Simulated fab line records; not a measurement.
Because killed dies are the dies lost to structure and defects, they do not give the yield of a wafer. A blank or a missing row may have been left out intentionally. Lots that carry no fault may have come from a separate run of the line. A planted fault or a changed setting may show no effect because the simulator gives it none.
8D (eight disciplines) problem report, filled in by code :: flow gf180mcu :: the parts of the form that need people (team, actions taken, sign-off) are left out

== 1. PROBLEM STATEMENT ==
Mean MVSD_OVL at GF_MVSD_OVL_MEAS_07: 175.1 nm over 6 wafers in 2 lots; fault-free wafers: -0.5 nm, standard deviation 1.2. That is +99 or more standard deviations from the usual mean.
First observed at day 6 13:26: wafer L187.1, on overlay-02. The record has a number at this step for 36 wafers belonging to 12 lots. By rule, "out" or "out of limits" means more than 4 standard deviations away from the usual mean. The rest of the wafers with a number are treated as sound.

== 2. WHAT IT IS AND WHAT IT IS NOT ==
question: which readings at this step
is: MVSD_OVL
is not: -

question: which lots
is: L187, L188
is not: L178, L179, L182, L185, L189, L190, L193, L196, L197, L201

question: which wafers of those lots
is: all that have a number
is not: -

question: read on which gauges
is: overlay-01, overlay-02
is not: -

question: when
is: from day 6 13:26
is not: up to then (12 sound wafers); but 18 sound wafers of L189, L190, L193, L196, L197, L201 came after

== 3. SUSPECTS, AND WHAT RULES EACH OUT ==
Counting: a tool stays on the suspect list if, at a process step up to the reading, it processed all lots that are out and no sound lot following the first of them.
- ruled out: the gauge at GF_MVSD_OVL_MEAS_07. Those wafers that are out were read across 2 gauges (overlay-01, overlay-02).
- ilineStepper-02 at GF_MVSD_EXPOSE_04 (exposes mask MVSD, target cd 1000 nm): kept. Every lot that is out went through it, starting with L187 (day 6 05:50), and after that it ran no sound lot; the last sound lot it ran before then is L185 (day 6 00:14).
The count leaves ilineStepper-02 at GF_MVSD_EXPOSE_04.

== 4. THE CAUSE (what the simulator had put in) ==
Scanner matching overlay: ilineStepper-02, from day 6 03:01 on, at GF_MVSD_EXPOSE_04. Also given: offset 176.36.
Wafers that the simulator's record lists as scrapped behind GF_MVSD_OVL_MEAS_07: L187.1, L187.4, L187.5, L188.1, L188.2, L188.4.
After counting, this tool was the only one left.

== 5. THE CHAIN OF EFFECTS, in route order ==
Rows list readings where the struck wafers' mean (over those with a number) sits beyond 3 standard deviations from the usual. Scope: only readings with a usual standard deviation given in the record; hours: median across lots of the time from each lot's start at the first step in this table that gives one to its start at this step; sigmas: change in usual standard deviations.
hours: 0
step: GF_MVSD_OVL_MEAS_07
reading: MVSD_OVL
usual: -0.5 nm
on struck wafers: 175.1
change: +175.6
sigmas: +99 or more

== 6. HOW IT WOULD HAVE BEEN CAUGHT EARLIER ==
10 hours passed between the start of the fault at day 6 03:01 and the first reading out of limits at a measuring or inspecting step in this record, taken at day 6 13:26.
Among the 2 lots that are out, L188 began GF_MVSD_EXPOSE_04 on ilineStepper-02 after day 6 13:26. A tool hold placed at that time would have kept it from harm.
